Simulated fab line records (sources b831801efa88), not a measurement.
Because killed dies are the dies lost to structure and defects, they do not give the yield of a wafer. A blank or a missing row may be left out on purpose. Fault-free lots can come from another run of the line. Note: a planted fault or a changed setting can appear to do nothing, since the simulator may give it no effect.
A lot that was struck, set against a sound lot + flow sky130 + 16 out of 708 route steps
Sound: the wafers L989.2, L989.4, L989.6. Struck: wafer L100.1. (L100.2, L100.6 of the same lot were not struck and are left out.) The cause comes at the end.
Per side, at each step with rows, come the tool, then ch with its chambers, and then its first start. Under that, the readings that differ: sound wafers + struck wafers + difference of the means + sigmas: that difference in standard deviations of wafers without a fault.
alike: a reading whose means differ by less than 2 such deviations, as well as words and numbers matching on both sides. not compared: withheld readings; readings where some wafer has no value; bounds like >300 that might hide an equal value; numbers whose values overlap and for which the record gives no deviation.
The two part at a step that has a row with sigmas, a row that says differs or no value, or rows on one side only. Non-overlapping numbers with no deviation appear without sigmas and do not part them. Lack of a reading on every wafer of one side parts them only where that side has two or more wafers.

first, 2 steps without rows for these wafers: SKY_METAL4_PEB_11; SKY_METAL4_DEVELOP_12 (develop time 60 s).
SKY_METAL4_CD_MEAS_13 targets a cd of 300 nm.
  sound on cd_sem-02, day 44 21:22; struck on cd_sem-01, day 47 07:34
| reading    | sound             | struck | difference | sigmas |
|------------|-------------------|--------|------------|--------|
| cd_nm (nm) | 298.8 298.5 299.6 | 294.9  | -4.1       | -3     |
SKY_METAL4_OVL_MEAS_14:
  sound on overlay-01, day 44 21:28; struck on overlay-02, day 47 07:41
  alike: METAL4_OVL
SKY_METAL4_DESCUM_15: chemistry O2, time 8 s.
  sound on rie_metal-01 ch 1, day 44 21:30; struck on rie_metal-01 ch 0, day 47 07:43
  alike: drypump_motor_current_A, oes_product_au
  not compared: rf_hours_counter_h
SKY_METAL4_ETCH_16: etches BARC in N2/H2, stops on SiO2, time 88.2 s, target depth 60 nm.
  sound on rie_metal-01 ch 1, day 44 21:32; struck on rie_metal-01 ch 0, day 47 07:44
| reading             | sound             | struck | difference | sigmas |
|---------------------|-------------------|--------|------------|--------|
| n2_flow_sccm (sccm) | 99.70 99.44 99.58 | 100.35 | +0.78      | +3     |
  alike: bias_w, drypump_motor_current_A, oes_product_au, throttle_valve_pct
  not compared: rf_hours_counter_h
SKY_METAL4_ETCH_17: etches SiO2 in C4F8/O2/Ar, stops on TiN, time 3.9 s, target depth 15 nm.
  sound on rie_diel-01 ch 0,3, day 44 21:38; struck on rie_diel-01 ch 0, day 47 07:50
  alike: bias_w, oes_product_au
  not compared: rf_hours_counter_h
SKY_METAL4_METAL_ETCH_18: etches the open film in Cl2/BCl3, stops on SiO2, target depth 845 nm, time 183.1 s.
  sound on rie_metal-03 ch 0,1, day 44 21:39; struck on rie_metal-03 ch 0, day 47 07:52
  alike: bias_w, drypump_motor_current_A, oes_product_au, throttle_valve_pct
  not compared: rf_hours_counter_h
SKY_METAL4_STRIP_19: strips in O2/N2.
  sound on plasma_asher-04 ch 0,1, day 44 21:49; struck on plasma_asher-03 ch 0, day 47 08:02
| reading                      | sound          | struck | difference | sigmas |
|------------------------------|----------------|--------|------------|--------|
| strip_time_to_endpoint_s (s) | 6.77 6.72 6.64 | 6.55   | -0.16      | -2     |
  alike: drypump_motor_current_A, n2_flow_sccm, oes_product_au
  not compared: rf_hours_counter_h
then, 3 steps without rows for these wafers: SKY_METAL4_STRIP_20 (strips in post etch residue remover, time 1200 s); SKY_METAL4_CLEAN_21 (cleans in IPA, time 180 s); SKY_METAL4_CLEAN_22 (cleans in O3/DIW).
SKY_VIA4_HDPCVD_00: deposits SiO2, target thk 1750 nm, time 291.7 s.
  sound on hdpcvd-02 ch 0,1,2, day 44 22:25; struck on hdpcvd-01 ch 2, day 47 08:45
| reading                                  | sound             | struck | difference | sigmas |
|------------------------------------------|-------------------|--------|------------|--------|
| run_length_s (s)                         | 319.9 319.4 320.2 | 302.0  | -17.8      | -24    |
| model.SiO2_of_VIA4_HDPCVD_00.thk_nm (nm) | 1756 1760 1742    | 1648   | -105       |        |
SKY_VIA4_THK_MEAS_01:
  sound on film_metro-03, day 44 22:36; struck on film_metro-01, day 47 08:56
| reading              | sound          | struck | difference | sigmas |
|----------------------|----------------|--------|------------|--------|
| VIA4_HDPCVD_THK (nm) | 1756 1759 1741 | 1649   | -103       | -7     |
then, 1 step without rows for these wafers: SKY_VIA4_CMP_02 (polishes SiO2).
SKY_PAD_OPEN_PROBE_99:
  rows exist in the record for the sound wafers here (prober-02, day 48 13:05), none for the struck ones

WHERE THEY PART
At SKY_METAL4_CD_MEAS_13 first; at SKY_PAD_OPEN_PROBE_99 last (within this record only).

WHY: what had been put in by the simulator
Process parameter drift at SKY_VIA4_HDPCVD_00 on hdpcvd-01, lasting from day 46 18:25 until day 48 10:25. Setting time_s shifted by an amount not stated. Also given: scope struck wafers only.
